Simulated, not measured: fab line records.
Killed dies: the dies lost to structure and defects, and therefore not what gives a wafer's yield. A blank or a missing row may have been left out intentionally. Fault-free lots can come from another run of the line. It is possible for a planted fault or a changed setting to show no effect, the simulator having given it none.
Which of the tools did it? -- flow gf180mcu -- 13 lots with 39 wafers sampled at 4 steps, on a route of 602 steps

## WHAT THE GAUGES READ, wafer by wafer
GF_M5_CD_MEAS_07: target cd 280 nm.
lot,measured,on,cdNm (nm)
L756,day 26 08:02,cdSem-01,277.1 278.0 278.8
L758,day 27 01:45,cdSem-01,278.8 278.8 279.8
L760,day 27 15:38,cdSem-02,279.1 279.9 279.4
L761,day 27 23:32,cdSem-02,278.4 280.0 279.2
L762,day 28 06:58,cdSem-02,280.5 279.3 279.8
L763,day 28 17:20,cdSem-02,278.4 280.2 281.4
L764,day 28 23:12,cdSem-01,281.4 280.6 281.1
L765,day 29 03:42,cdSem-02,279.0 279.9 278.9
L766,day 29 13:01,cdSem-01,280.5 280.8 279.2
L768,day 30 04:08,cdSem-01,280.4 280.2 280.6
L769,day 30 08:36,cdSem-01,280.5 280.0 280.8
L772,day 31 04:06,cdSem-01,279.1 276.5 277.5
L776,day 32 00:01,cdSem-02,279.8 279.7 279.6

## TOOL THAT RAN EACH LOT (tool first, then ch and the chambers of the sampled wafers, then the start)
lot,GF_V4_CVD_00,GF_V4_SPUTTER_22,GF_MIM_CVD_05
L756,"hdpcvd-02 ch 0,1,2, day 23 13:04","pvdSputter-01, day 24 11:58","pecvd-01 ch 0,2, day 24 13:23"
L758,"hdpcvd-01 ch 0,1,2, day 24 08:44","pvdSputter-03, day 25 07:35","pecvd-03 ch 0,2, day 25 08:26"
L760,"hdpcvd-01 ch 0,1, day 24 22:28","pvdSputter-03, day 25 21:41","pecvd-02 ch 0,1, day 25 22:32"
L761,"hdpcvd-01 ch 0,1,2, day 25 06:58","pvdSputter-01, day 26 05:18","pecvd-03 ch 0,1, day 26 06:16"
L762,"hdpcvd-01 ch 0,2, day 25 16:34","pvdSputter-03, day 26 14:32","pecvd-03 ch 0,2, day 26 15:23"
L763,"hdpcvd-01 ch 0,2, day 26 03:47","pvdSputter-03, day 27 01:12","pecvd-03 ch 0,1, day 27 02:05"
L764,"hdpcvd-01 ch 0,1,2, day 26 09:12","pvdSputter-01, day 27 06:46","pecvd-03 ch 1,2, day 27 07:40"
L765,"hdpcvd-02 ch 1,2, day 26 14:45","pvdSputter-01, day 27 11:40","pecvd-01 ch 0,1, day 27 12:31"
L766,"hdpcvd-01 ch 0,1, day 26 22:38","pvdSputter-01, day 27 21:19","pecvd-01 ch 1,2, day 27 22:11"
L768,"hdpcvd-02 ch 0,1, day 27 14:56","pvdSputter-01, day 28 12:25","pecvd-03 ch 0,2, day 28 13:46"
L769,"hdpcvd-01 ch 0,1,2, day 27 21:00","pvdSputter-01, day 28 17:43","pecvd-02 ch 0,1,2, day 28 18:35"
L772,"hdpcvd-01 ch 0,1,2, day 28 16:40","pvdSputter-02, day 29 13:58","pecvd-02 ch 0,2, day 29 14:49"
L776,"hdpcvd-01 ch 0,1,2, day 29 16:08","pvdSputter-02, day 30 12:19","pecvd-02 ch 1,2, day 30 13:10"
- GF_V4_CVD_00: deposits SiO2, target thk 600 nm, time 100 s.
- GF_V4_SPUTTER_22: material TiN, target thk 10 nm, time 40 s.
- GF_MIM_CVD_05: deposits Si3N4, target thk 42 nm, time 29.086 s.

## WHAT THE TOOLS THEMSELVES READ (means of the sampled wafers that have a number; where no wafer has one, the mark that the record gives instead)
GF_V4_CVD_00.
lot,tool,susceptorTempC (C)
L756,hdpcvd-02,400.12
L758,hdpcvd-01,399.90
L760,hdpcvd-01,399.82
L761,hdpcvd-01,399.74
L762,hdpcvd-01,399.86
L763,hdpcvd-01,399.95
L764,hdpcvd-01,399.81
L765,hdpcvd-02,400.07
L766,hdpcvd-01,399.95
L768,hdpcvd-02,399.75
L769,hdpcvd-01,400.01
L772,hdpcvd-01,399.97
L776,hdpcvd-01,400.09

GF_V4_SPUTTER_22.
lot,tool,throttleValvePct (%)
L756,pvdSputter-01,29.4
L758,pvdSputter-03,29.6
L760,pvdSputter-03,30.8
L761,pvdSputter-01,29.5
L762,pvdSputter-03,31.2
L763,pvdSputter-03,30.2
L764,pvdSputter-01,30.2
L765,pvdSputter-01,29.6
L766,pvdSputter-01,29.4
L768,pvdSputter-01,30.1
L769,pvdSputter-01,29.7
L772,pvdSputter-02,29.9
L776,pvdSputter-02,29.4

GF_MIM_CVD_05.
lot,tool,heaterPowerW (W),susceptorTempC (C),tempMaxC (C)
L756,pecvd-01,719,384.75,399.98
L758,pecvd-03,620,385.05,400.26
L760,pecvd-02,729,385.16,399.95
L761,pecvd-03,651,385.15,399.79
L762,pecvd-03,651,384.97,400.05
L763,pecvd-03,685,384.90,399.96
L764,pecvd-03,573,385.09,400.00
L765,pecvd-01,684,384.73,400.18
L766,pecvd-01,586,384.92,399.93
L768,pecvd-03,651,385.02,399.94
L769,pecvd-02,712,385.27,399.88
L772,pecvd-02,684,385.02,400.37
L776,pecvd-02,738,384.94,399.72

## THE ANSWER, worked out from the rows above alone
Rule: the lots themselves supply what counts as usual. Put in order of their means at a reading, lots are off if they are a third of the lots or fewer, leave a main group of 4 or more, and stand apart from it by a gap of 3 or more times the standard deviation of the main group's means; of several such gaps the widest counts. If all means in a main group match to the digits the tables above print for the reading, that group is not used. Also off: a lot with no number at a reading for which 4 or more lots have one. The other lots that the step has rows for count as sound. After the gauges, taken in route order, come the tools' own readings; for these a lot's mean is taken, as printed above. The first step at which some lot is off is used, and at that step the reading that is off furthest; a lot without a number counts as furthest.
None of the lots is off at any reading shown; this tells nothing.

## WHAT HAD BEEN PUT IN BY THE SIMULATOR
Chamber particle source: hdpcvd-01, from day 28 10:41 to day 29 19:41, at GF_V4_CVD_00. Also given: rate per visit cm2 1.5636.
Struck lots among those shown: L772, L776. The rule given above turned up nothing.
